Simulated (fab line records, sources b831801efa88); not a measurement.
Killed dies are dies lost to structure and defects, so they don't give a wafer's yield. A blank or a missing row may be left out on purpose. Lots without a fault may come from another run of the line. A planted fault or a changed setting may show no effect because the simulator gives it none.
Problem report in the 8D (eight disciplines) form, filled by code | flow sky130 | the parts of the form that need people (team, actions taken, sign-off) are left out

1. THE PROBLEM
oes_product_au at SKY_METAL5_METAL_ETCH_15 reads a mean of 0.835 a.u. on 1 wafer of 1 lot; wafers without a fault read 0.894 a.u. with a standard deviation of 0.0052. That is -11 standard deviations from the usual mean.
The step: etches the open film in Cl2/BCl3, stops on SiO2, target depth 1260 nm, time 252 s.
First seen on wafer L181.4, day 47 21:34, on rie_metal-02. The record holds 33 wafers of 11 lots with a number at this step. Rule for "out", or "out of limits": more than 4 standard deviations from the usual mean. The other wafers with a number count as sound.

2. WHAT IT IS AND WHAT IT IS NOT
question                    | is                | is not
which readings at this step | oes_product_au    | drypump_motor_current_A, throttle_valve_pct
which lots                  | L181              | L167, L169, L170, L171, L183, L184, L185, L186, L187, L188
which wafers of those lots  | L181.4            | L181.2, L181.3
read on which tools         | rie_metal-02      | rie_metal-01, rie_metal-04
when                        | from day 47 21:34 | up to then (14 sound wafers); but 18 sound wafers of L183, L184, L185, L186, L187, L188 came after

3. SUSPECTS, AND WHAT RULES EACH OUT
Counting: a tool at a process step up to the reading stays a suspect if it ran every lot that is out. Sound lots after the first of them don't rule it out here, since some wafers of a struck lot are sound.
- rie_metal-02 at SKY_METAL5_METAL_ETCH_15 (etches the open film in Cl2/BCl3, stops on SiO2, target depth 1260 nm, time 252 s): kept. It ran the lot that is out, L181 (day 47 21:34). Its own readings are out on those wafers: oes_product_au.
- Within rie_metal-02 at SKY_METAL5_METAL_ETCH_15: the wafers that are out ran in chamber 0; their sound lot-mates ran in chamber 1.
Left after counting: rie_metal-02 at SKY_METAL5_METAL_ETCH_15.

4. THE CAUSE (what the simulator had put in)
Process parameter drift: rie_metal-02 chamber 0, from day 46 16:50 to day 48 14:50, at SKY_METAL5_METAL_ETCH_15. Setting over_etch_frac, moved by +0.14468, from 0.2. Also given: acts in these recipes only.
Counting left only this tool.

5. THE CHAIN OF EFFECTS, in route order
Each row: a reading whose mean over the struck wafers that have a number lies more than 3 standard deviations from the usual. Only readings for which the record gives a usual standard deviation are gone through. hours: the time from each lot's start at the first step in this table that gives one to its start at this step, as a median over the lots. sigmas: the change in usual standard deviations.
hours | step                     | reading                  | usual      | on struck wafers | change | sigmas
0     | SKY_METAL5_METAL_ETCH_15 | oes_product_au           | 0.894 a.u. | 0.835            | -0.059 | -11
0     | SKY_METAL5_STRIP_16      | strip_time_to_endpoint_s | 13.11 s    | 12.14            | -0.97  | -10
42    | SKY_PAD_OPEN_PROBE_99    | killed_at_other          | 0.3        | 3.0              | +2.7   | +4.4
The process steps in it:
- SKY_METAL5_METAL_ETCH_15: etches the open film in Cl2/BCl3, stops on SiO2, target depth 1260 nm, time 252 s.
- SKY_METAL5_STRIP_16: strips in O2/N2.
- SKY_PAD_OPEN_PROBE_99

6. WHAT WOULD HAVE CAUGHT IT SOONER
In this record the first reading out of limits was taken at day 47 21:34, 29 hours after the fault began at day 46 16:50.
